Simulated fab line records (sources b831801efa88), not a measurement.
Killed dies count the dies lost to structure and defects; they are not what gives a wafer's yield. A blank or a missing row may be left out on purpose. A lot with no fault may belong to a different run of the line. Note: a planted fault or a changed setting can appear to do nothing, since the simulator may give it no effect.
Which of the tools did it? | flow sky130 | 10 lots with 30 wafers sampled at 6 steps, on a route of 708 steps

== WHAT THE GAUGES READ, wafer by wafer ==
SKY_LI_CONTACT_OVL_MEAS_13. Usual: LI_CONTACT_OVL typically reads 2 nm, with standard deviation 5.7.
lot  | measured     | on         | LI_CONTACT_OVL (nm) | flag
L404 | day 28 16:37 | overlay-02 | -4 2 1              |
L407 | day 29 13:10 | overlay-02 | 2 6 5               |
L408 | day 30 02:23 | overlay-02 | 12 0 2              |
L409 | day 31 17:43 | overlay-02 | 4 -4 2              |
L418 | day 34 07:02 | overlay-01 | 7 11 9              |
L419 | day 34 07:44 | overlay-01 | 6 8 14              |
L422 | day 34 17:10 | overlay-02 | 10 10 13            |
L424 | day 35 12:34 | overlay-02 | -3 -3 -5            |
L425 | day 35 13:37 | overlay-01 | 5 1 0               |
L427 | day 36 10:50 | overlay-02 | -3 -3 -9            |

SKY_LOCAL_INTERCONNECT_CD_MEAS_11 targets a cd of 170 nm. Usual: cd nm at 170.1 nm, with a standard deviation of 2.
lot  | measured     | on        | cd nm (nm)        | flag
L404 | day 29 21:59 | cd sem-01 | 170.4 168.4 170.1 |
L407 | day 30 18:24 | cd sem-02 | 172.7 172.1 172.1 |
L408 | day 31 07:40 | cd sem-02 | 173.0 173.9 172.8 |
L409 | day 32 21:31 | cd sem-01 | 171.1 170.8 171.5 |
L418 | day 35 11:08 | cd sem-01 | 168.8 168.8 169.9 |
L419 | day 35 12:05 | cd sem-02 | 169.1 168.5 168.2 |
L422 | day 35 21:54 | cd sem-01 | 172.1 169.8 170.8 |
L424 | day 36 16:32 | cd sem-01 | 166.1 168.7 167.0 |
L425 | day 36 17:50 | cd sem-02 | 167.3 167.2 165.7 |
L427 | day 37 14:43 | cd sem-01 | 168.8 169.3 169.6 |

SKY_VIA1_RS_MEAS_22: measurement is done with a four-point probe. Usual: VIA1_W_RS typically reads 0.427 ohm/sq, with standard deviation 0.0063.
lot  | measured     | on            | VIA1_W_RS (ohm/sq) | flag
L404 | day 33 13:30 | film metro-02 | 0.428 0.417 0.428  |
L407 | day 34 10:28 | film metro-01 | 0.413 0.419 0.426  |
L408 | day 34 23:13 | film metro-02 | 0.419 0.427 0.419  |
L409 | day 36 12:22 | film metro-01 | 0.430 0.419 0.423  |
L418 | day 39 00:27 | film metro-01 | 0.306 0.305 0.438  | OFF
L419 | day 38 23:48 | film metro-04 | 0.301 0.301 0.426  | OFF
L422 | day 39 09:52 | film metro-01 | 0.431 0.423 0.426  |
L424 | day 40 02:59 | film metro-04 | 0.429 0.424 0.420  |
L425 | day 40 04:15 | film metro-01 | 0.429 0.427 0.428  |
L427 | day 40 23:22 | film metro-02 | 0.423 0.425 0.425  |

SKY_VIA1_THK_MEAS_23: measures by xrf. Usual: VIA1_W_THK typically reads 277 nm, with standard deviation 5.
lot  | measured     | on            | VIA1_W_THK (nm) | flag
L404 | day 33 13:37 | film metro-02 | 275 283 278     |
L407 | day 34 10:35 | film metro-01 | 288 288 282     |
L408 | day 34 23:18 | film metro-02 | 277 272 276     |
L409 | day 36 12:29 | film metro-01 | 276 284 283     |
L418 | day 39 00:34 | film metro-01 | 390 395 272     | OFF
L419 | day 38 23:55 | film metro-04 | 399 396 278     | OFF
L422 | day 39 09:59 | film metro-01 | 276 281 280     |
L424 | day 40 03:06 | film metro-04 | 275 279 282     |
L425 | day 40 04:22 | film metro-01 | 277 279 279     |
L427 | day 40 23:28 | film metro-02 | 279 276 276     |

== WHAT TOOL EACH LOT RAN ON (gives the tool, then ch and the chambers of the sampled wafers, and finally the start) ==
lot  | SKY_METAL1_SPUTTER_03        | SKY_VIA1_CVD_21
L404 | pvd sputter-02, day 31 05:16 | cvd w-01 ch 0,1, day 33 13:23
L407 | pvd sputter-01, day 32 01:22 | cvd w-01 ch 0,1, day 34 10:22
L408 | pvd sputter-02, day 32 13:47 | cvd w-01 ch 0,1, day 34 23:05
L409 | pvd sputter-02, day 34 03:19 | cvd w-01 ch 0,1, day 36 12:17
L418 | pvd sputter-01, day 36 16:52 | cvd w-01 ch 0,1, day 39 00:20
L419 | pvd sputter-02, day 36 17:33 | cvd w-01 ch 0,1, day 38 23:41
L422 | pvd sputter-02, day 37 03:59 | cvd w-02 ch 0, day 39 09:47
L424 | pvd sputter-01, day 37 21:48 | cvd w-02 ch 0,1, day 40 02:53
L425 | pvd sputter-02, day 37 22:38 | cvd w-02 ch 0,1, day 40 04:09
L427 | pvd sputter-03, day 38 19:49 | cvd w-02 ch 0,1, day 40 23:15
- SKY_METAL1_SPUTTER_03: material Ti, target thk 5 nm, time 3.3 s.
- SKY_VIA1_CVD_21: deposits W, target thk 270 nm, time 80.902 s.

== AS READ BY THE TOOLS THEMSELVES (means over the sampled wafers that have a number; for cases with no such wafer, the mark the record gives instead) ==
SKY_METAL1_SPUTTER_03. Usual: throttle valve pct at 30.0 %, with a standard deviation of 1.
lot  | tool           | throttle valve pct (%) | flag
L404 | pvd sputter-02 | 29.7                   |
L407 | pvd sputter-01 | 29.0                   |
L408 | pvd sputter-02 | 29.8                   |
L409 | pvd sputter-02 | 30.3                   |
L418 | pvd sputter-01 | 29.3                   |
L419 | pvd sputter-02 | 29.9                   |
L422 | pvd sputter-02 | 29.9                   |
L424 | pvd sputter-01 | 29.5                   |
L425 | pvd sputter-02 | 29.9                   |
L427 | pvd sputter-03 | 30.1                   |

SKY_VIA1_CVD_21. Usual: heater power w at 839 W, with a standard deviation of 40.
lot  | tool     | heater power w (W) | flag
L404 | cvd w-01 | 816                |
L407 | cvd w-01 | 818                |
L408 | cvd w-01 | 822                |
L409 | cvd w-01 | 807                |
L418 | cvd w-01 | 812                |
L419 | cvd w-01 | 814                |
L422 | cvd w-02 | 820                |
L424 | cvd w-02 | 841                |
L425 | cvd w-02 | 843                |
L427 | cvd w-02 | 843                |

== THE ANSWER, worked out from the rows above alone ==
Rule: a lot counts as off when the mean over its wafers that have a number is more than 3 standard deviations away from the usual mean. Also off: a lot with no number at a reading for which 4 or more lots have one. All remaining lots with rows at the step are treated as sound. Order of review: gauges by route order, followed by the tools' own readings, for which a lot's mean as printed above is used. At the first step where some lot is off, the reading lying furthest off is the one used; lots without a number count as furthest.
Off: at SKY_VIA1_RS_MEAS_22 (VIA1_W_RS), L418, L419.
If a tool, at a process step before that reading, ran all the lots that are off and no sound lot after the first of them, it fits. Those tools and the gauges at SKY_VIA1_RS_MEAS_22 are tried in the same way. One candidate fits, namely cvd w-01 at SKY_VIA1_CVD_21. Its last sound lot is L409 (day 36 12:17), its first lot that is off L419 (day 38 23:41): a fault that began between those two fits.

== WHAT HAD BEEN PUT IN BY THE SIMULATOR ==
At SKY_VIA1_CVD_21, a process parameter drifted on cvd w-01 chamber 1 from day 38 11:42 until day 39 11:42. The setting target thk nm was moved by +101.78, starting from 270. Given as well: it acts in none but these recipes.
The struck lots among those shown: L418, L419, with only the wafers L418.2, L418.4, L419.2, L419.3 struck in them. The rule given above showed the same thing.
